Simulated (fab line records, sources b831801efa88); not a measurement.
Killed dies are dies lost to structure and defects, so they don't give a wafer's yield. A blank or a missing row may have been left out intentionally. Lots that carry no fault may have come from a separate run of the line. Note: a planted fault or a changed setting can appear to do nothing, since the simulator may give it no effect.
A single fault, viewed from 2 desks	flow gf180mcu	numbers are kept per desk, each desk with only its own; the story behind them comes last

== FROM THE METROLOGY DESK ==
Means of the sampled wafers that have a number, per lot and without regard to the tool the lot ran on: this is what the gauges read. The brackets show how far a lot's mean lies from the usual mean; more than 4 standard deviations puts the lot out of limits, marked OUT.
Columns: A = HV_LDD_2_TW at GF_HV_LDD_TW_MEAS_23, usual 1056; B = cd-nm at GF_HV_LDD_CD_MEAS_31, usual 400.1 nm
lot	first seen here	A	B
L622	day 12 02:20	1068	397.9
L623	day 12 10:07	1045	400.8
L624	day 12 12:47	1045	399.7
L625	day 12 22:11	1147 (+7.0) OUT	400.2
L626	day 13 02:30	1048	396.9
L627	day 13 14:32	1127 (+5.5) OUT	398.0
L635	day 16 04:02	1049	399.6
L636	day 16 11:23	1048	397.6
L637	day 16 16:44	1048	398.8
L638	day 17 11:41	1076	398.6
L640	day 18 02:17	1066	399.5
L641	day 18 02:19	1047	402.7
This desk finds L625, L627 out of limits, with the earliest case on L625 at day 12 22:11 (HV_LDD_2_TW at GF_HV_LDD_TW_MEAS_23). L622, L623, L624, L626, L635, L636, L637, L638, L640, L641: within limits.

== AT THE TOOL OWNER'S DESK: implanter-01 ==
The tool's own readings at GF_HV_LDD_IMPLANT_21: means of the sampled wafers that have a number, for each lot that ran on this tool. The brackets show how far a lot's mean lies from the usual mean; more than 4 standard deviations puts the lot out of limits, marked OUT.
Columns: A = beam-energy-keV at GF_HV_LDD_IMPLANT_21, usual 25.000; B = end-station-pressure-torr at GF_HV_LDD_IMPLANT_21, usual 5.24e-06 Torr
lot	first seen here	A	B
L623	day 12 09:53	24.998	5.15e-06
L624	day 12 12:32	24.999	5.24e-06
L625	day 12 21:56	32.646 (+99 or more) OUT	5.22e-06
L627	day 13 14:18	32.652 (+99 or more) OUT	5.06e-06
L637	day 16 16:29	25.007	5.01e-06
L641	day 18 02:02	24.997	5.14e-06
Finding of this desk: L625, L627 out of limits; the first was L625 at day 12 21:56, on beam-energy-keV at GF_HV_LDD_IMPLANT_21. L623, L624, L637, L641: within limits.

== PUT TOGETHER ==
The tool owner's desk could have raised an alarm at day 12 21:56, on L625, L627.
At day 12 22:11 the metrology desk could have sounded an alarm, on L625, L627.
The lots listed all ran GF_HV_LDD_IMPLANT_21 on implanter-01.

== WHAT WAS PUT IN BY THE SIMULATOR ==
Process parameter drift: implanter-01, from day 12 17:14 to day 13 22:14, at GF_HV_LDD_IMPLANT_21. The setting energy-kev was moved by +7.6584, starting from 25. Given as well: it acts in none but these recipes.
Shown lots that were struck: L625, L627.
Hours from the fault's start to each desk's first reading out of limits: the tool owner's desk, 5; the metrology desk, 5.
